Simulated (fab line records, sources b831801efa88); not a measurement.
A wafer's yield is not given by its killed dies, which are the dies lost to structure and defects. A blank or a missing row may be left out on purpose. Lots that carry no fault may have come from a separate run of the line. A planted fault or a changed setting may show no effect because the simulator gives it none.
Which tool did it? ; flow sky130 ; 10 lots with 30 wafers sampled at 6 steps, on a route of 708 steps

## WHAT THE GAUGES READ, wafer by wafer
SKY_VIA3_OVL_MEAS_13. Usual: VIA3_OVL typically reads -1 nm, with standard deviation 5.
lot;measured;on;VIA3_OVL (nm);flag
L901;day 39 18:21;overlay-02;3 -3 -2;
L902;day 39 19:33;overlay-01;-6 -9 -9;
L907;day 41 00:54;overlay-01;-5 2 -5;
L908;day 41 20:27;overlay-02;-4 -1 -7;
L910;day 41 22:23;overlay-01;1 7 4;
L916;day 43 17:44;overlay-01;7 2 4;
L918;day 44 14:15;overlay-02;-2 -3 -9;
L920;day 44 19:32;overlay-01;-1 6 -3;
L922;day 45 09:27;overlay-02;0 -6 -6;
L923;day 45 14:39;overlay-02;-4 -2 -5;

SKY_CAP2M_RS_MEAS_03: the measuring method here is four-point-probe. Usual: CAP2M_TIN_RS typically reads 6.90 ohm/sq, with standard deviation 0.061.
lot;measured;on;CAP2M_TIN_RS (ohm/sq);flag
L901;day 39 20:09;film-metro-04;6.90 6.87 6.89;
L902;day 39 21:19;film-metro-03;6.76 6.83 6.85;
L907;day 41 02:41;film-metro-04;6.92 6.96 6.98;
L908;day 41 22:27;film-metro-04;17.12 17.10 17.31;OFF
L910;day 42 00:10;film-metro-04;16.81 17.10 16.75;OFF
L916;day 43 19:32;film-metro-02;6.97 6.88 6.95;
L918;day 44 16:00;film-metro-02;6.96 6.94 6.98;
L920;day 44 21:17;film-metro-04;6.99 6.94 6.93;
L922;day 45 11:18;film-metro-02;6.91 6.98 6.89;
L923;day 45 16:25;film-metro-03;7.05 6.99 6.98;

SKY_CAP2M_THK_MEAS_04: measures by xrf. Usual: CAP2M_TIN_THK typically reads 201.7 nm, with standard deviation 1.6.
lot;measured;on;CAP2M_TIN_THK (nm);flag
L901;day 39 20:16;film-metro-04;201.5 201.3 201.3;
L902;day 39 21:26;film-metro-03;205.8 203.5 203.0;
L907;day 41 02:49;film-metro-04;202.0 200.2 200.5;
L908;day 41 22:34;film-metro-04;84.1 84.2 83.0;OFF
L910;day 42 00:17;film-metro-04;85.1 83.6 85.0;OFF
L916;day 43 19:38;film-metro-02;200.3 203.0 201.0;
L918;day 44 16:07;film-metro-02;200.2 200.7 200.1;
L920;day 44 21:25;film-metro-04;199.6 201.3 201.6;
L922;day 45 11:25;film-metro-02;201.7 199.2 201.7;
L923;day 45 16:31;film-metro-03;197.1 199.1 200.5;

## WHAT TOOL EACH LOT RAN ON (gives the tool, then ch and the chambers of the sampled wafers, and finally the start)
lot;SKY_VIA3_SPUTTER_20;SKY_VIA3_CMP_24;SKY_CAP2M_SPUTTER_02
L901;pvd-sputter-01, day 39 19:08;cmp-01 ch 0,2, day 39 19:29;pvd-sputter-02, day 39 20:02
L902;pvd-sputter-01, day 39 20:19;cmp-01 ch 2,3, day 39 20:41;pvd-sputter-02, day 39 21:13
L907;pvd-sputter-02, day 41 01:38;cmp-02 ch 1,3, day 41 02:05;pvd-sputter-02, day 41 02:35
L908;pvd-sputter-01, day 41 21:12;cmp-02 ch 1,2,3, day 41 21:47;pvd-sputter-02, day 41 22:19
L910;pvd-sputter-02, day 41 23:09;cmp-02 ch 0,2,3, day 41 23:34;pvd-sputter-02, day 42 00:02
L916;pvd-sputter-02, day 43 18:30;cmp-01 ch 0,3, day 43 18:55;pvd-sputter-03, day 43 19:24
L918;pvd-sputter-01, day 44 14:58;cmp-02 ch 2,3, day 44 15:23;pvd-sputter-02, day 44 15:52
L920;pvd-sputter-04, day 44 20:17;cmp-01 ch 0,1,2, day 44 20:38;pvd-sputter-02, day 44 21:11
L922;pvd-sputter-01, day 45 10:17;cmp-02 ch 2,3, day 45 10:42;pvd-sputter-01, day 45 11:11
L923;pvd-sputter-04, day 45 15:23;cmp-02 ch 0,1, day 45 15:44;pvd-sputter-03, day 45 16:17
- SKY_VIA3_SPUTTER_20: material TiN, target thk 20 nm, time 80 s.
- SKY_VIA3_CMP_24: polishes, stops on SiO2, t overpolish 20 s, target thk 0 nm.
- SKY_CAP2M_SPUTTER_02: material TiN, target thk 200 nm, time 166.7 s.

## AS READ BY THE TOOLS THEMSELVES (means over the sampled wafers that have a number; for cases with no such wafer, the mark the record gives instead)
SKY_VIA3_SPUTTER_20. Usual: 30.7 % for throttle-valve-pct, sd 1.5.
lot;tool;throttle-valve-pct (%);flag
L901;pvd-sputter-01;31.5;
L902;pvd-sputter-01;29.6;
L907;pvd-sputter-02;29.3;
L908;pvd-sputter-01;31.2;
L910;pvd-sputter-02;29.4;
L916;pvd-sputter-02;30.4;
L918;pvd-sputter-01;31.5;
L920;pvd-sputter-04;30.4;
L922;pvd-sputter-01;32.5;
L923;pvd-sputter-04;30.5;

SKY_VIA3_CMP_24. Usual: head-pressure-psi 3.499 psi, standard deviation 0.0072; motor-current-A 11.8 A, standard deviation 0.99; overpolish-run-s 19.999 s, standard deviation 0.0094; slurry-filter-dp-kPa 13.51 kPa, standard deviation 0.13; time-to-endpoint-s 94 s, standard deviation 4.6.
lot;tool;head-pressure-psi (psi);motor-current-A (A);overpolish-run-s (s);slurry-filter-dp-kPa (kPa);time-to-endpoint-s (s);flag
L901;cmp-01;3.509;10.6;20.004;13.51;95;
L902;cmp-01;3.504;11.4;20.007;13.61;101;
L907;cmp-02;3.496;12.4;20.005;13.47;94;
L908;cmp-02;3.507;12.2;20.000;13.42;100;
L910;cmp-02;3.496;11.7;19.998;13.50;97;
L916;cmp-01;3.491;10.5;19.997;13.53;98;
L918;cmp-02;3.494;12.2;20.001;13.42;91;
L920;cmp-01;3.497;11.1;20.000;13.40;92;
L922;cmp-02;3.494;12.9;19.994;13.39;94;
L923;cmp-02;3.504;12.3;20.001;13.47;89;

SKY_CAP2M_SPUTTER_02. Usual: 30.4 % for throttle-valve-pct, sd 1.4.
lot;tool;throttle-valve-pct (%);flag
L901;pvd-sputter-02;29.2;
L902;pvd-sputter-02;29.2;
L907;pvd-sputter-02;30.6;
L908;pvd-sputter-02;30.6;
L910;pvd-sputter-02;30.4;
L916;pvd-sputter-03;30.9;
L918;pvd-sputter-02;30.2;
L920;pvd-sputter-02;30.9;
L922;pvd-sputter-01;31.5;
L923;pvd-sputter-03;29.7;

## THE ANSWER, worked out from the rows above alone
Rule: a lot is off if the mean of its wafers that have a number lies more than 3 standard deviations from the usual mean. Also off: a lot with no number at a reading for which 4 or more lots have one. All remaining lots with rows at the step are treated as sound. The gauges are gone through in route order, then the tools' own readings, and for those a lot's mean is taken as printed above. The first step at which some lot is off is used, and at that step the reading that is off furthest; a lot without a number counts as furthest.
Off: L908, L910, at SKY_CAP2M_RS_MEAS_03 (CAP2M_TIN_RS).
A tool fits if, at a process step before that reading, it ran every lot that is off, and no sound lot after the first of them. Those tools and the gauges at SKY_CAP2M_RS_MEAS_03 are tried in the same way. None of those tried fits.

## WHAT THE SIMULATOR PUT IN
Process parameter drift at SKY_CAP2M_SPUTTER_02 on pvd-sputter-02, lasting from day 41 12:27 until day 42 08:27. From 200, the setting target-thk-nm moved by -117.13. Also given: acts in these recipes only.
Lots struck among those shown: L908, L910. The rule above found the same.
